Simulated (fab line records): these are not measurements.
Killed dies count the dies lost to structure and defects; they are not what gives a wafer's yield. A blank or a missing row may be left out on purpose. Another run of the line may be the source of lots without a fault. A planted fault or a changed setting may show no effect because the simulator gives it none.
Problem report, 8D (eight disciplines) form, completed by code + flow sky130 + the parts of the form that need people (team, actions taken, sign-off) are left out

== 1. THE ISSUE ==
Wafers without a fault read 20.98 C, standard deviation 0.11; developerTempC at SKY_VIA2_DEVELOP_11 reads a mean of 21.89 C on 9 wafers belonging to 3 lots. Measured from the usual mean, that is +8.3 standard deviations.
The step: develop time 60 s.
The first sign was on wafer L518.1 at day 39 21:00, on lithoTrack-03. At this step, 36 wafers from 12 lots have a number in the record. Rule for "out", or "out of limits": more than 4 standard deviations from the usual mean. The other wafers with a number count as sound.

== 2. WHAT IT IS AND WHAT IT IS NOT ==
| question                    | is                     | is not                                                                          |
|-----------------------------|------------------------|---------------------------------------------------------------------------------|
| which readings at this step | developerTempC         | resistLineTempC                                                                 |
| which lots                  | L518, L519, L520       | L508, L510, L511, L512, L515, L516, L527, L528, L529                            |
| which wafers of those lots  | all that have a number | -                                                                               |
| read on which tools         | lithoTrack-03          | lithoTrack-02, lithoTrack-04                                                    |
| when                        | from day 39 21:00      | up to then (18 sound wafers); but 9 sound wafers of L527, L528, L529 came after |

== 3. WHAT RULES OUT EACH SUSPECT ==
Counting: a tool at any process step up to the reading remains a suspect when it ran all the lots that are out and ran no sound lot after the first of those.
- lithoTrack-03 at SKY_VIA2_DEVELOP_11 (develop time 60 s): ruled out as a lasting fault. Sound lots L529 ran on it after its first lot that is out, L518 (day 39 21:00).
Left after counting: nothing in the record.

== 4. THE CAUSE (what the simulator had put in) ==
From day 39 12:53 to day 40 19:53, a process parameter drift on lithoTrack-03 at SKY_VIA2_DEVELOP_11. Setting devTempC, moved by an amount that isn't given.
Counting ruled it out, wrongly.

== 5. SEQUENCE OF EFFECTS, ordered by route ==
Each row: a reading whose mean over the struck wafers that have a number lies more than 3 standard deviations from the usual. Only readings whose record carries a usual standard deviation are examined. hours: median over the lots of the time between each lot's start at the first step of this table that gives one and its start at this step. sigmas: the change, counted in usual standard deviations.
| hours | step                | reading        | usual   | on struck wafers | change | sigmas |
|-------|---------------------|----------------|---------|------------------|--------|--------|
| 0     | SKY_VIA2_DEVELOP_11 | developerTempC | 20.98 C | 21.89            | +0.91  | +8.3   |
Process steps it contains:
- SKY_VIA2_DEVELOP_11: develop time 60 s.
Later measuring or inspecting steps at which every struck wafer that the step has a row for has a number for every such reading, and none has moved that far: SKY_VIA2_RS_MEAS_22, SKY_VIA2_THK_MEAS_23.

== 6. HOW IT WOULD HAVE BEEN CAUGHT EARLIER ==
In this record no reading fell out of limits until day 39 21:00, 8 hours after the fault had begun at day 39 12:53.
